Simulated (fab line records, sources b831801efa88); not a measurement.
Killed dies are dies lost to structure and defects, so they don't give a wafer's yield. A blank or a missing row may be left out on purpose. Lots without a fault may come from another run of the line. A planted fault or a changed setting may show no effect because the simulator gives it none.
fab line records | flow sky130
record lots=12 wafers=35 last_day=50
route steps=708 shown VIA4@645 METAL5@662 PAD_OPEN@708
lots that met no fault: from a run of the same line without faults
start_h: hours from the record's first day to the start of the lot's first wafer shown | wait_h: hours since the lot's step before | " the same as in the row above | L1.1+2: a row that stands for several wafers | - no value, or no start given | * or withheld: withheld | < > ~ a bound
route shown NAME@n: a module of which the file shows steps, and the number in the route of the first | usual: mean/standard deviation of fault-free wafers | same: alike in all rows | chamber/n: place in a boat | sites: the reading at each site | _std_site: their standard deviation | _edge_site: outer sites' mean less inner sites' | radius_mm: how far each site lies from the wafer's centre | mask NAME#n: copy n | behind: the tool/chamber that last shaped the wafer | hold: why the lot was held/for how many hours/how that ended | device: the transistor (n, p or np) that didn't switch | end of line: the same wafers' tests at the end of the route | a step without rows: its recipe alone | killed: dies lost to structure and defects at the first sort, not the wafer's yield | map: a wafer's dies, x killed, . not, _ none there
set.NAME: the setting as run; set.NAME@STEP: as run at that earlier step | model.NAME: the simulator's own value behind a step, which no gauge read
steps of the route over a sample of lots; a table a step, a row a wafer
services: from which hour (start_h, from the record's first day; less than 0 if before it) a tool's chamber was out of use, for how many hours, and why
## steps
# step SKY_VIA4_COAT_06
# recipe resist=NOVOLAK spin_rpm=3000 resist_thk_nm=1140
# columns lot.wafer tool chamber start_h wait_h
L762.2+3+5 litho_track-03 0 996.19 0.1
L763.4+5+6 litho_track-01 0 1001.74 0.1
L764.3+4+6 litho_track-01 0 1005.41 0.1
L765.1+3+6 litho_track-02 0 1008.73 0.1
L767.2+3+6 litho_track-02 0 1033.61 0.1
L776.2+4 litho_track-02 0 1088.51 0.1
L777.2+3+6 litho_track-02 0 1090.51 0.1
L778.2+4+5 litho_track-01 0 1099.39 0.1
L779.4+5+6 litho_track-03 0 1103.05 0.1
L783.3+4+5 litho_track-01 0 1126.32 0.1
L784.2+4+6 litho_track-01 0 1127.69 0.1
L785.1+3+6 litho_track-03 0 1133.32 0.1
# step SKY_VIA4_STRIP_13
# recipe chemistry=O2/N2 power_w=1400 pressure_mtorr=1500 platen_temp_c=withheld o2_flow_sccm=3000 n2_flow_sccm=300 overash_fraction=0.5
# usual drypump_motor_current_A=5.5/0.4 oes_product_au=0.709/0.0049 strip_time_to_endpoint_s=12.84/0.045
# columns lot.wafer tool chamber start_h wait_h drypump_motor_current_A oes_product_au rf_hours_counter_h strip_time_to_endpoint_s
L762.2 plasma_asher-01 1 1008.38 - 5.4 0.706 87 12.93
L762.3 " 1 " " 5.4 0.709 - 12.87
L762.5 " 0 " " 6.5 0.713 - 12.85
L763.4 plasma_asher-02 1 1013.42 - 5.4 0.711 - 12.90
L763.5 " 0 " " 5.5 0.712 - 12.81
L763.6 " 1 " " 5.4 0.703 - 12.84
L764.3 plasma_asher-01 0 1016.37 - 6.5 0.715 - 12.85
L764.4 " 1 " " 5.4 0.708 - 12.79
L764.6 " 1 " " 5.4 0.712 - 12.79
L765.1 plasma_asher-01 1 1020.63 - 5.4 0.706 88 12.83
L765.3 " 1 " " 5.4 0.705 - 12.80
L765.6 " 0 " " 6.6 0.701 - 12.79
L767.2 plasma_asher-02 1 1044.98 - 5.4 0.711 62 12.81
L767.3 " 1 " " 5.4 0.700 - 12.85
L767.6 " 1 " " 5.5 0.708 - 12.86
L776.2 plasma_asher-02 0 1099.17 - 5.5 0.713 67 12.27
L776.4 " 0 " " 5.5 0.705 - 12.81
L777.2 plasma_asher-02 1 1100.64 - 5.4 0.708 68 12.32
L777.3 " 1 " " 5.5 0.711 - 12.88
L777.6 " 0 " " 5.5 0.708 - 12.39
L778.2 plasma_asher-04 1 1109.39 - 5.3 0.719 37 12.82
L778.4 " 0 " " 5.3 0.710 - 12.87
L778.5 " 1 " " 5.3 0.705 - 12.85
L779.4 plasma_asher-04 1 1113.56 - 5.3 0.715 - 12.89
L779.5 " 0 " " 5.3 0.718 - 12.92
L779.6 " 1 " " 5.3 0.712 - 12.84
L783.3 plasma_asher-02 0 1136.31 - 5.5 0.712 - 12.81
L783.4 " 1 " " 5.5 0.704 - 12.79
L783.5 " 1 " " 5.4 0.708 - 12.78
L784.2 plasma_asher-04 1 1138.09 - 5.3 0.709 39 12.83
L784.4 " 1 " " 5.3 0.712 - 12.84
L784.6 " 1 " " 5.3 0.704 - 12.82
L785.1 plasma_asher-02 0 1142.87 - 5.5 0.714 72 12.94
L785.3 " 1 " " 5.4 0.710 - 12.91
L785.6 " 1 " " 5.4 0.713 - 12.94
# step SKY_VIA4_CVD_18
# recipe material=W target_thk_nm=505 time_s=152.14 temp_c=400 pressure_torr=40
# usual heater_power_outer_w=538/71 heater_power_w=867/87
# columns lot.wafer tool chamber start_h wait_h heater_power_outer_w heater_power_w
L762.2 cvd_w-02 0 1009.03 0.0 527 815
L762.3 " 1 " " 660 1006
L762.5 " 0 " " 525 826
L763.4 cvd_w-02 1 1014.09 0.1 655 995
L763.5 " 0 " " 526 842
L763.6 " 1 " " 661 1015
L764.3 cvd_w-02 1 1017.08 0.1 658 994
L764.4 " 0 " " 524 812
L764.6 " 1 " " 661 1017
L765.1 cvd_w-01 1 1021.28 0.0 492 803
L765.3 " 1 " " 490 791
L765.6 " 0 " " 482 835
L767.2 cvd_w-01 0 1045.63 0.0 481 853
L767.3 " 0 " " 471 839
L767.6 " 0 " " 468 809
L776.2 cvd_w-01 0 1099.83 0.0 485 847
L776.4 " 0 " " 486 824
L777.2 cvd_w-02 1 1101.29 0.0 639 1013
L777.3 " 0 " " 535 808
L777.6 " 1 " " 686 1021
L778.2 cvd_w-02 1 1110.04 0.0 646 1030
L778.4 " 0 " " 536 807
L778.5 " 0 " " 512 813
L779.4 cvd_w-01 0 1114.23 0.1 485 844
L779.5 " 1 " " 497 771
L779.6 " 0 " " 494 827
L783.3 cvd_w-01 0 1136.98 0.1 480 858
L783.4 " 1 " " 482 793
L783.5 " 1 " " 501 818
L784.2 cvd_w-02 1 1138.90 0.0 646 1032
L784.4 " 0 " " 526 822
L784.6 " 0 " " 522 812
L785.1 cvd_w-01 1 1143.53 0.0 499 794
L785.3 " 0 " " 472 853
L785.6 " 0 " " 471 850
# step SKY_METAL5_SPUTTER_01
# recipe material=TiN target_thk_nm=20 power_w=6500 time_s=16.7 chamber_pressure_pa=0.4
# usual throttle_valve_pct=30.2/1.1
# columns lot.wafer tool chamber start_h wait_h throttle_valve_pct
L762.2 pvd_sputter-04 - 1009.69 0.0 31.2
L762.3 " - " " 30.9
L762.5 " - " " 29.1
L763.4 pvd_sputter-04 - 1014.70 0.0 28.8
L763.5 " - " " 32.0
L763.6 " - " " 31.0
L764.3 pvd_sputter-03 - 1017.78 0.0 31.3
L764.4 " - " " 30.4
L764.6 " - " " 29.1
L765.1 pvd_sputter-01 - 1021.94 0.0 29.9
L765.3 " - " " 29.4
L765.6 " - " " 29.5
L767.2 pvd_sputter-04 - 1046.29 0.0 30.8
L767.3 " - " " 31.6
L767.6 " - " " 31.8
L776.2 pvd_sputter-03 - 1100.53 0.0 31.4
L776.4 " - " " 29.5
L777.2 pvd_sputter-01 - 1101.95 0.0 28.7
L777.3 " - " " 29.3
L777.6 " - " " 31.1
L778.2 pvd_sputter-03 - 1110.70 0.0 29.8
L778.4 " - " " 29.2
L778.5 " - " " 30.0
L779.4 pvd_sputter-03 - 1114.85 0.0 29.8
L779.5 " - " " 29.2
L779.6 " - " " 30.1
L783.3 pvd_sputter-03 - 1137.58 0.0 29.5
L783.4 " - " " 31.5
L783.5 " - " " 31.1
L784.2 pvd_sputter-03 - 1139.60 0.0 29.6
L784.4 " - " " 31.2
L784.6 " - " " 30.1
L785.1 pvd_sputter-04 - 1144.56 0.0 29.0
L785.3 " - " " 31.9
L785.6 " - " " 31.9
# step SKY_METAL5_SPUTTER_04
# recipe material=TiN target_thk_nm=70 power_w=6500 time_s=58.3 chamber_pressure_pa=0.4
# usual throttle_valve_pct=30.2/1.1
# columns lot.wafer tool chamber start_h wait_h throttle_valve_pct
L762.2 pvd_sputter-04 - 1009.78 0.0 31.4
L762.3 " - " " 30.7
L762.5 " - " " 29.0
L763.4 pvd_sputter-04 - 1014.79 0.0 28.8
L763.5 " - " " 31.9
L763.6 " - " " 30.6
L764.3 pvd_sputter-03 - 1017.87 0.0 31.0
L764.4 " - " " 30.3
L764.6 " - " " 29.3
L765.1 pvd_sputter-01 - 1022.03 0.0 29.8
L765.3 " - " " 29.5
L765.6 " - " " 29.4
L767.2 pvd_sputter-04 - 1046.38 0.0 30.9
L767.3 " - " " 31.9
L767.6 " - " " 32.0
L776.2 pvd_sputter-03 - 1100.62 0.0 31.5
L776.4 " - " " 29.2
L777.2 pvd_sputter-01 - 1102.06 0.0 28.6
L777.3 " - " " 29.2
L777.6 " - " " 31.2
L778.2 pvd_sputter-03 - 1110.79 0.0 29.8
L778.4 " - " " 29.1
L778.5 " - " " 30.2
L779.4 pvd_sputter-03 - 1114.96 0.0 29.5
L779.5 " - " " 29.2
L779.6 " - " " 30.4
L783.3 pvd_sputter-03 - 1137.68 0.0 29.5
L783.4 " - " " 31.1
L783.5 " - " " 31.2
L784.2 pvd_sputter-03 - 1139.69 0.0 29.7
L784.4 " - " " 31.0
L784.6 " - " " 30.2
L785.1 pvd_sputter-04 - 1144.65 0.0 28.8
L785.3 " - " " 31.8
L785.6 " - " " 31.9
# step SKY_PAD_OPEN_PROBE_99
# usual defect_limited_yield=82.9/1.7 killed_at_M0_to_M3=42/6.1 killed_at_M4_up=3.4/2 killed_at_contacts=23/4.8 killed_at_front_end=15/3.8 killed_at_other=0.3/0.48 killed_dies=84/8.5 killed_open=46/6.8 killed_short=38/6.2 sort_bin_3_pad_short=0.8/0.42 sort_bin_5_function=10.1/1.4 sort_bin_6_memory=6.2/0.99 sort_n_pass=408/8.5 sort_yield_pct=82.9/1.7
# same gross_dies=492 killed_at_back_side=0 sort_bin_4_leakage[%]=0 sort_bin_8_speed[%]=0
# columns lot.wafer tool chamber start_h wait_h hold defect_limited_yield[%] killed_at_M0_to_M3 killed_at_M4_up killed_at_contacts killed_at_front_end killed_at_other killed_dies killed_open killed_short sort_bin_3_pad_short[%] sort_bin_5_function[%] sort_bin_6_memory[%] sort_n_pass sort_yield_pct[%]
L762.2 prober-01 - 1079.49 0.1 - 80.9 45 2 30 16 1 94 51 42 1.6 10.2 7.3 398 80.9
L762.3 prober-01 - 1079.54 0.2 - 83.7 38 3 23 16 0 80 44 35 0.8 9.3 6.1 412 83.7
L762.5 prober-01 - 1079.64 0.2 - 83.9 37 2 25 14 1 79 47 32 0.6 8.7 6.7 413 83.9
L763.4 prober-02 - 1083.79 0.2 - 83.7 38 3 25 14 0 80 55 25 0.2 9.1 6.9 412 83.7
L763.5 prober-02 - 1083.84 0.2 - 79.9 55 3 21 20 0 99 51 48 2.0 10.2 7.9 393 79.9
L763.6 prober-02 - 1083.89 0.2 - 83.5 34 5 26 16 0 81 45 36 0.8 10.6 5.1 411 83.5
L764.3 prober-01 - 1088.24 0.2 - 80.7 34 5 36 20 0 95 51 44 1.4 13.0 4.9 397 80.7
L764.4 prober-01 - 1088.29 0.2 - 84.8 44 2 20 9 0 75 42 33 0.8 9.3 5.1 417 84.8
L764.6 prober-01 - 1088.39 0.2 - 82.5 47 2 20 17 0 86 48 38 0.8 11.6 5.1 406 82.5
L765.1 prober-02 - 1089.89 0.1 - 82.9 33 1 29 21 0 84 54 30 0.2 10.2 6.7 408 82.9
L765.3 prober-02 - 1089.99 0.2 - 80.1 51 5 23 17 2 98 54 44 1.2 11.8 6.9 394 80.1
L765.6 prober-02 - 1090.14 0.2 - 84.1 37 6 18 17 0 78 39 39 0.4 9.1 6.3 414 84.1
L767.2 prober-02 - 1112.09 0.1 - 82.3 43 3 27 14 0 87 52 35 1.2 10.8 5.7 405 82.3
L767.3 prober-02 - 1112.14 0.2 - 83.3 39 4 26 13 0 82 50 32 0.4 10.6 5.7 410 83.3
L767.6 prober-02 - 1112.29 0.2 - 81.9 48 3 25 13 0 89 48 41 1.0 11.0 6.1 403 81.9
L776.2 prober-01 - 1161.12 0.1 await_dispo/2.5h/release 82.5 44 3 24 15 0 86 53 33 0.4 10.8 6.3 406 82.5
L776.4 prober-01 - 1161.22 0.2 await_dispo/2.5h/release 83.5 44 3 20 14 0 81 37 44 0.4 10.0 6.1 411 83.5
L777.2 prober-02 - 1162.67 0.1 - 86.2 34 0 21 12 1 68 30 38 0.8 6.7 6.3 424 86.2
L777.3 prober-02 - 1162.72 0.2 - 83.1 35 2 17 27 2 83 45 37 1.0 9.8 6.1 409 83.1
L777.6 prober-02 - 1162.87 0.2 - 81.1 40 3 31 18 1 93 58 34 0.4 13.2 5.3 399 81.1
L778.2 prober-01 - 1171.09 0.1 - 82.3 45 2 25 15 0 87 51 35 0.4 11.0 6.3 405 82.3
L778.4 prober-01 - 1171.19 0.2 - 83.3 38 3 30 11 0 82 46 36 0.4 8.9 7.3 410 83.3
L778.5 prober-01 - 1171.24 0.2 - 83.9 38 5 18 18 0 79 38 40 1.0 8.7 6.3 413 83.9
L779.4 prober-02 - 1172.97 0.2 - 82.9 47 4 20 13 0 84 44 40 0.6 9.8 6.7 408 82.9
L779.5 prober-02 - 1173.02 0.2 - 85.8 39 1 17 13 0 70 40 30 0.8 7.9 5.5 422 85.8
L779.6 prober-02 - 1173.07 0.2 - 82.3 40 4 24 19 0 87 47 40 1.0 10.0 6.7 405 82.3
L783.3 prober-01 - 1192.27 0.2 - 80.5 51 3 31 11 0 96 58 37 0.4 11.2 7.9 396 80.5
L783.4 prober-01 - 1192.32 0.2 - 81.3 42 2 28 20 0 92 51 40 1.4 11.2 6.1 400 81.3
L783.5 prober-01 - 1192.37 0.2 - 80.7 43 9 26 17 0 95 47 48 0.4 13.2 5.7 397 80.7
L784.2 prober-02 - 1194.38 0.1 - 80.9 46 2 26 20 0 94 42 51 1.6 11.4 6.1 398 80.9
L784.4 prober-02 - 1194.48 0.2 - 83.3 37 3 31 11 0 82 43 39 0.6 10.6 5.5 410 83.3
L784.6 prober-02 - 1194.58 0.2 - 84.8 38 2 21 14 0 75 38 37 0.4 8.3 6.5 417 84.8
L785.3 prober-01 - 1198.13 0.2 - 83.3 30 4 33 15 0 82 55 27 0.4 9.6 6.7 410 83.3
L785.6 prober-01 - 1198.28 0.2 - 84.1 43 4 18 13 0 78 43 35 0.4 9.6 5.9 414 84.1
# killed by level:class
L762.2 VIA1:geometric_particle:open=10 LI_CONTACT:geometric_particle:open=10 CONTACT:geometric_particle:open=8 VIA3:geometric_particle:open=8 METAL2:geometric_particle:short=7 VIA3:geometric_particle:short=7 POLY_GATE:geometric_particle:open=5 LOCAL_INTERCONNECT:geometric_particle:short=5
L762.3 LI_CONTACT:geometric_particle:open=13 VIA1:geometric_particle:open=11 VIA3:geometric_particle:open=7 METAL2:geometric_particle:short=6 CONTACT:geometric_particle:open=5 VIA2:geometric_particle:short=5 FIELD_ISO:geometric_particle:short=4 FIELD_ISO:geometric_particle:open=3
L762.5 CONTACT:geometric_particle:open=10 VIA1:geometric_particle:open=8 CONTACT:geometric_particle:short=6 VIA3:geometric_particle:open=6 METAL2:geometric_particle:short=5 VIA2:geometric_particle:open=5 FIELD_ISO:geometric_particle:short=4 LI_CONTACT:geometric_particle:open=4
L763.4 CONTACT:geometric_particle:open=13 VIA1:geometric_particle:open=13 LI_CONTACT:geometric_particle:open=8 VIA3:geometric_particle:open=6 POLY_GATE:geometric_particle:open=5 VIA1:geometric_particle:short=4 METAL2:geometric_particle:short=4 POLY_GATE:geometric_particle:short=3
L763.5 VIA1:geometric_particle:open=12 CONTACT:geometric_particle:open=8 POLY_GATE:geometric_particle:short=6 METAL1:geometric_particle:short=6 METAL2:geometric_particle:short=6 VIA3:geometric_particle:open=6 POLY_GATE:geometric_particle:open=5 LI_CONTACT:geometric_particle:open=5
L763.6 CONTACT:geometric_particle:open=11 VIA1:geometric_particle:open=10 LI_CONTACT:geometric_particle:open=7 FIELD_ISO:geometric_particle:short=6 VIA2:geometric_particle:open=6 VIA1:geometric_particle:short=5 METAL4:geometric_particle:short=5 CONTACT:geometric_particle:short=4
L764.3 CONTACT:geometric_particle:open=13 FIELD_ISO:geometric_particle:short=9 VIA1:geometric_particle:open=7 VIA2:geometric_particle:open=7 CONTACT:geometric_particle:short=6 LI_CONTACT:geometric_particle:short=6 FIELD_ISO:geometric_particle:open=5 LI_CONTACT:geometric_particle:open=5
L764.4 CONTACT:geometric_particle:open=10 VIA1:geometric_particle:open=10 VIA2:geometric_particle:open=6 VIA3:geometric_particle:open=6 METAL1:geometric_particle:short=5 VIA1:geometric_particle:short=5 METAL3:geometric_particle:short=5 POLY_GATE:geometric_particle:open=4
L764.6 CONTACT:geometric_particle:open=10 VIA3:geometric_particle:open=10 METAL2:geometric_particle:short=7 POLY_GATE:geometric_particle:short=6 LI_CONTACT:geometric_particle:open=6 METAL1:geometric_particle:short=6 VIA1:geometric_particle:open=6 VIA2:geometric_particle:open=5
L765.1 CONTACT:geometric_particle:open=17 VIA1:geometric_particle:open=8 FIELD_ISO:geometric_particle:open=7 FIELD_ISO:geometric_particle:short=5 POLY_GATE:geometric_particle:short=5 VIA3:geometric_particle:open=5 LI_CONTACT:geometric_particle:open=4 VIA1:geometric_particle:short=4
L765.3 CONTACT:geometric_particle:open=12 METAL2:geometric_particle:short=10 VIA1:geometric_particle:open=9 VIA2:geometric_particle:open=6 VIA2:geometric_particle:short=6 FIELD_ISO:geometric_particle:short=5 FIELD_ISO:geometric_particle:open=5 LI_CONTACT:geometric_particle:open=5
L765.6 LI_CONTACT:geometric_particle:open=8 CONTACT:geometric_particle:open=8 METAL3:geometric_particle:short=6 VIA1:geometric_particle:open=6 POLY_GATE:geometric_particle:short=5 METAL1:geometric_particle:short=5 FIELD_ISO:geometric_particle:short=4 FIELD_ISO:geometric_particle:open=4
L767.2 VIA1:geometric_particle:open=13 CONTACT:geometric_particle:open=11 LI_CONTACT:geometric_particle:open=7 VIA3:geometric_particle:open=7 POLY_GATE:geometric_particle:short=6 METAL1:geometric_particle:short=5 FIELD_ISO:geometric_particle:short=4 CONTACT:geometric_particle:short=4
L767.3 CONTACT:geometric_particle:open=11 VIA1:geometric_particle:open=11 LI_CONTACT:geometric_particle:open=6 VIA2:geometric_particle:open=6 LOCAL_INTERCONNECT:geometric_particle:short=5 FIELD_ISO:geometric_particle:open=3 FIELD_ISO:geometric_particle:short=3 POLY_GATE:geometric_particle:open=3
L767.6 CONTACT:geometric_particle:open=9 METAL1:geometric_particle:short=7 VIA2:geometric_particle:open=7 FIELD_ISO:geometric_particle:open=6 VIA3:geometric_particle:open=6 VIA1:geometric_particle:open=5 LI_CONTACT:geometric_particle:short=5 CONTACT:geometric_particle:short=5
L776.2 VIA1:geometric_particle:open=15 CONTACT:geometric_particle:open=14 VIA2:geometric_particle:open=8 CONTACT:geometric_particle:short=6 FIELD_ISO:geometric_particle:short=5 VIA2:geometric_particle:short=4 FIELD_ISO:geometric_particle:open=3 VIA1:geometric_particle:short=3
L776.4 CONTACT:geometric_particle:short=9 VIA1:geometric_particle:open=9 VIA3:geometric_particle:open=8 VIA1:geometric_particle:short=6 METAL1:geometric_particle:short=5 FIELD_ISO:geometric_particle:open=4 CONTACT:geometric_particle:open=4 VIA2:geometric_particle:short=4
L777.2 CONTACT:geometric_particle:open=6 VIA3:geometric_particle:open=6 CONTACT:geometric_particle:short=5 VIA2:geometric_particle:open=5 FIELD_ISO:geometric_particle:short=4 POLY_GATE:geometric_particle:open=4 LI_CONTACT:geometric_particle:short=4 METAL2:geometric_particle:short=4
L777.3 VIA1:geometric_particle:open=10 FIELD_ISO:geometric_particle:short=8 CONTACT:geometric_particle:open=7 FIELD_ISO:geometric_particle:open=5 POLY_GATE:geometric_particle:open=5 METAL2:geometric_particle:short=5 POLY_GATE:geometric_particle:short=4 LI_CONTACT:geometric_particle:open=4
L777.6 CONTACT:geometric_particle:open=15 VIA3:geometric_particle:open=9 VIA1:geometric_particle:open=6 VIA2:geometric_particle:open=6 FIELD_ISO:geometric_particle:open=5 LOCAL_INTERCONNECT:geometric_particle:short=5 METAL1:geometric_particle:short=5 LI_CONTACT:geometric_particle:open=4
L778.2 VIA1:geometric_particle:open=14 VIA1:geometric_particle:short=7 CONTACT:geometric_particle:open=7 VIA3:geometric_particle:open=6 POLY_GATE:geometric_particle:open=5 LI_CONTACT:geometric_particle:open=5 LI_CONTACT:geometric_particle:short=4 CONTACT:geometric_particle:short=4
L778.4 CONTACT:geometric_particle:open=15 VIA1:geometric_particle:open=10 CONTACT:geometric_particle:short=7 VIA1:geometric_particle:short=7 VIA2:geometric_particle:open=7 FIELD_ISO:geometric_particle:open=4 LOCAL_INTERCONNECT:geometric_particle:short=4 POLY_GATE:geometric_particle:short=3
L778.5 CONTACT:geometric_particle:open=6 VIA2:geometric_particle:open=6 FIELD_ISO:geometric_particle:short=5 METAL1:geometric_particle:short=5 VIA3:geometric_particle:open=5 FIELD_ISO:geometric_particle:open=4 LI_CONTACT:geometric_particle:open=4 METAL4:geometric_particle:short=4
L779.4 VIA1:geometric_particle:open=14 CONTACT:geometric_particle:open=7 VIA3:geometric_particle:open=7 VIA3:geometric_particle:short=6 FIELD_ISO:geometric_particle:short=5 METAL1:geometric_particle:short=5 LI_CONTACT:geometric_particle:short=4 CONTACT:geometric_particle:short=4
L779.5 VIA1:geometric_particle:open=12 CONTACT:geometric_particle:open=6 LOCAL_INTERCONNECT:geometric_particle:short=5 METAL2:geometric_particle:short=5 VIA2:geometric_particle:open=5 VIA3:geometric_particle:open=5 VIA1:geometric_particle:short=4 VIA2:geometric_particle:short=4
L779.6 CONTACT:geometric_particle:open=12 VIA1:geometric_particle:open=8 CONTACT:geometric_particle:short=7 SPACER:geometric_particle:open=5 METAL1:geometric_particle:short=5 VIA2:geometric_particle:open=5 VIA3:geometric_particle:open=5 POLY_GATE:geometric_particle:short=4
L783.3 VIA1:geometric_particle:open=18 CONTACT:geometric_particle:open=12 LI_CONTACT:geometric_particle:open=7 METAL1:geometric_particle:short=7 VIA2:geometric_particle:open=6 VIA3:geometric_particle:open=5 VIA3:geometric_particle:short=5 FIELD_ISO:geometric_particle:short=4
L783.4 LI_CONTACT:geometric_particle:open=7 VIA1:geometric_particle:short=7 CONTACT:geometric_particle:open=7 VIA1:geometric_particle:open=7 VIA3:geometric_particle:open=7 FIELD_ISO:geometric_particle:open=6 LOCAL_INTERCONNECT:geometric_particle:short=6 VIA2:geometric_particle:open=6
L783.5 VIA1:geometric_particle:open=12 VIA1:geometric_particle:short=8 METAL4:geometric_particle:short=7 LI_CONTACT:geometric_particle:open=6 CONTACT:geometric_particle:open=6 FIELD_ISO:geometric_particle:open=5 LI_CONTACT:geometric_particle:short=5 CONTACT:geometric_particle:short=5
L784.2 CONTACT:geometric_particle:short=9 METAL2:geometric_particle:short=9 METAL1:geometric_particle:short=8 CONTACT:geometric_particle:open=7 VIA1:geometric_particle:open=7 POLY_GATE:geometric_particle:short=5 LI_CONTACT:geometric_particle:open=5 VIA2:geometric_particle:open=5
L784.4 METAL1:geometric_particle:short=12 LI_CONTACT:geometric_particle:open=10 CONTACT:geometric_particle:short=7 CONTACT:geometric_particle:open=7 VIA2:geometric_particle:open=6 VIA3:geometric_particle:open=6 FIELD_ISO:geometric_particle:open=4 LOCAL_INTERCONNECT:geometric_particle:short=4
L784.6 CONTACT:geometric_particle:open=7 VIA1:geometric_particle:open=6 METAL1:geometric_particle:short=5 LOCAL_INTERCONNECT:geometric_particle:short=5 VIA2:geometric_particle:open=5 FIELD_ISO:geometric_particle:short=4 FIELD_ISO:geometric_particle:open=4 VIA3:geometric_particle:short=4
L785.3 LI_CONTACT:geometric_particle:open=11 CONTACT:geometric_particle:open=10 VIA3:geometric_particle:open=10 FIELD_ISO:geometric_particle:open=7 VIA1:geometric_particle:open=5 CONTACT:geometric_particle:short=4 VIA3:geometric_particle:short=4 FIELD_ISO:geometric_particle:short=3
L785.6 CONTACT:geometric_particle:open=11 VIA1:geometric_particle:open=9 VIA3:geometric_particle:open=9 METAL1:geometric_particle:short=6 METAL2:geometric_particle:short=4 VIA2:geometric_particle:short=4 FIELD_ISO:geometric_particle:open=3 FIELD_ISO:geometric_particle:short=3
## services
# columns tool chamber start_h hours kind
plasma_asher-02 - 990.95 1.4 repair
cvd_w-01 0 1007.73 7.4 repair
plasma_asher-02 - 1009.26 1.1 repair
cvd_w-02 0 1019.46 12.3 repair
plasma_asher-01 - 1023.84 16.7 repair
cvd_w-02 - 1039.35 1.0 repair
cvd_w-01 - 1066.49 6.9 pm
pvd_sputter-01 - 1072.59 4.6 repair
cvd_w-02 - 1073.39 6.9 pm
cvd_w-02 - 1080.29 2.8 pm
## key
first_sign step=SKY_VIA4_STRIP_13 reading=strip_time_to_endpoint_s direction=down sigmas=11 usual=* struck=*
effect none on later readings
met_at SKY_VIA4_COAT_06
struck_lots L776,L777
struck_wafers L776.2,L777.2,L777.6
not_acting_at SKY_VIA4_CVD_18,SKY_METAL5_SPUTTER_01,SKY_METAL5_SPUTTER_04
onset_between 1033.61 1088.51
fault kind=process_parameter_drift tool=litho_track-02 chamber=- onset_h=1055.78 steps=SKY_VIA4_COAT_06 channel=resist_thk_nm offset=-46.513 shape=step end_h=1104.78 scope=struck_wafers_only acts_in=these_recipes_only stated=1140
